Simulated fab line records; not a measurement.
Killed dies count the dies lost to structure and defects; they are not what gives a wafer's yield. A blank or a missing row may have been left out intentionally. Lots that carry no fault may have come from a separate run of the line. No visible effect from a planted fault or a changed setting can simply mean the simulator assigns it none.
A single fault, viewed from 2 desks    flow sky130    only its own numbers are on each desk; what lay behind them is given at the end

AT THE METROLOGY DESK
What the gauges read, lot by lot, whatever tool the lot ran on: means of the sampled wafers that have a number. A lot is out of limits, marked OUT, if its mean lies more than 4 standard deviations from the usual mean; the brackets give that distance.
Columns: A = cdNm at SKY_VIA2_CD_MEAS_12, usual 199.7 nm; B = VIA4_BOW at SKY_VIA4_BOW_MEAS_03, usual 79 um
lot   first seen here  A      B
L203  day 36 04:16     201.5  76
L204  day 36 12:04     200.4  80
L206  day 37 06:25     198.5  77
L207  day 37 18:05     198.2  77
L208  day 37 20:08     200.7  73
L210  day 38 14:20     201.6  81
L212  day 39 12:46     200.0  79
L213  day 39 16:32     198.8  79
L214  day 39 23:57     199.7  81
L215  day 40 04:35     200.4  131 (+8.1) OUT
L216  day 40 12:22     200.4  143 (+9.8) OUT
L217  day 40 20:05     200.3  122 (+6.6) OUT
L224  day 42 18:20     199.2  82
L226  day 42 21:14     198.3  79
L225  day 43 00:36     200.3  73
This desk's result: L215, L216, L217 out of limits, first on L215 (VIA4_BOW at SKY_VIA4_BOW_MEAS_03), day 45 06:01. Within limits: L203, L204, L206, L207, L208, L210, L212, L213, L214, L224, L226, L225.

DESK OF THE TOOL OWNER: cmp-01
The tool's own readings at SKY_VIA4_CMP_02 (polishes SiO2): means of the sampled wafers that have a number, for each lot that ran on this tool. A lot is out of limits, marked OUT, if its mean lies more than 4 standard deviations from the usual mean; the brackets give that distance.
Columns: A = edgeZonePressureFrac at SKY_VIA4_CMP_02, usual 1.000; B = headPressurePsi at SKY_VIA4_CMP_02, usual 4.000 psi; C = motorCurrentA at SKY_VIA4_CMP_02, usual 12.2 A; D = retainingRingPressureFrac at SKY_VIA4_CMP_02, usual 0.999
lot   first seen here  A      B      C     D
L206  day 42 15:45     1.004  3.995  12.0  1.002
L210  day 43 21:12     0.996  4.000  12.0  1.000
L213  day 44 19:48     0.995  3.997  12.1  0.995
L226  day 47 14:08     1.004  4.005  12.8  0.998
This desk's finding: nothing out of limits on any of the 4 lots.

ALL TOGETHER
On L215, L216, L217, the metrology desk was in a position to raise an alarm at day 45 06:01.
The desk of the tool owner found nothing out of limits.
The tool owner's desk has no number on record for L215, L216, L217.
The lots listed all ran SKY_VIA4_CMP_02 on cmp-01.

WHAT HAD BEEN PUT IN BY THE SIMULATOR
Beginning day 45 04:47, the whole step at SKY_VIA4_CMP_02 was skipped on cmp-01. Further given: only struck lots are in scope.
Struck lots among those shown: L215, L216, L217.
Per desk, hours elapsed from the start of the fault to the first reading out of limits: for the metrology desk, 1.
